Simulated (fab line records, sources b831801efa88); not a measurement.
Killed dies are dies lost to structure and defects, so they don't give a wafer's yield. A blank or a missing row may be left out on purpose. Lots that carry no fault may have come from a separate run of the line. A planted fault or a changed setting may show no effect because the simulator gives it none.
The tool behind it: which one?    flow sky130    12 lots with 36 wafers sampled at 2 steps, on a route of 708 steps

WHAT EACH GAUGE READ, for each wafer
SKY_VIA1_RS_MEAS_22: uses a four-point probe to measure.
lot   measured      on             VIA1_W_RS (ohm/sq)
L075  day 34 03:52  film metro-02  0.431 0.434 0.437
L077  day 34 21:47  film metro-02  0.434 0.437 0.438
L079  day 35 07:14  film metro-03  0.432 0.429 0.428
L081  day 36 07:52  film metro-03  0.430 0.427 0.430
L083  day 36 22:21  film metro-02  0.434 0.431 0.437
L085  day 37 13:54  film metro-02  0.437 0.431 0.434
L087  day 38 12:07  film metro-03  0.428 0.426 0.429
L088  day 38 18:40  film metro-01  0.434 0.431 0.428
L092  day 39 14:13  film metro-02  0.433 0.438 0.431
L093  day 39 20:31  film metro-03  0.434 0.437 0.440
L095  day 40 12:19  film metro-03  0.439 0.438 0.436
L097  day 40 22:04  film metro-01  0.428 0.424 0.421

WHICH TOOL RAN EACH LOT (tool, then ch and the chambers of the sampled wafers, then the start)
lot   SKY_METAL1_STRIP_20
L075  plasma asher-03 ch 0,1, day 32 23:16
L077  plasma asher-03 ch 0,1, day 33 16:43
L079  plasma asher-03 ch 0,1, day 34 02:43
L081  plasma asher-02 ch 0,1, day 35 03:16
L083  plasma asher-04 ch 0,1, day 35 18:09
L085  plasma asher-02 ch 0,1, day 36 09:34
L087  plasma asher-04 ch 0,1, day 37 08:06
L088  plasma asher-03 ch 0,1, day 37 14:18
L092  plasma asher-03 ch 0,1, day 38 10:19
L093  plasma asher-04 ch 0,1, day 38 17:22
L095  plasma asher-04 ch 0,1, day 39 10:07
L097  plasma asher-02 ch 0,1, day 39 20:04
- SKY_METAL1_STRIP_20: strips in O2/N2.

THE ANSWER, worked out from the rows above alone
Rule: usual is defined by the lots themselves. The widest of any qualifying gaps counts: lots, ordered by their means at a reading, are off when they make up no more than a third of the lots, leave a main group of 4 or more, and stand apart from it by 3 or more times the standard deviation of that group's means. If all means in a main group match to the digits the tables above print for the reading, that group is not used. Also off: a lot with no number at a reading for which 4 or more lots have one. Where the step has rows for the other lots, those lots are counted as sound.
Nothing can be told from this: no lot is off at any reading shown.

WHAT THE SIMULATOR HAD PUT IN
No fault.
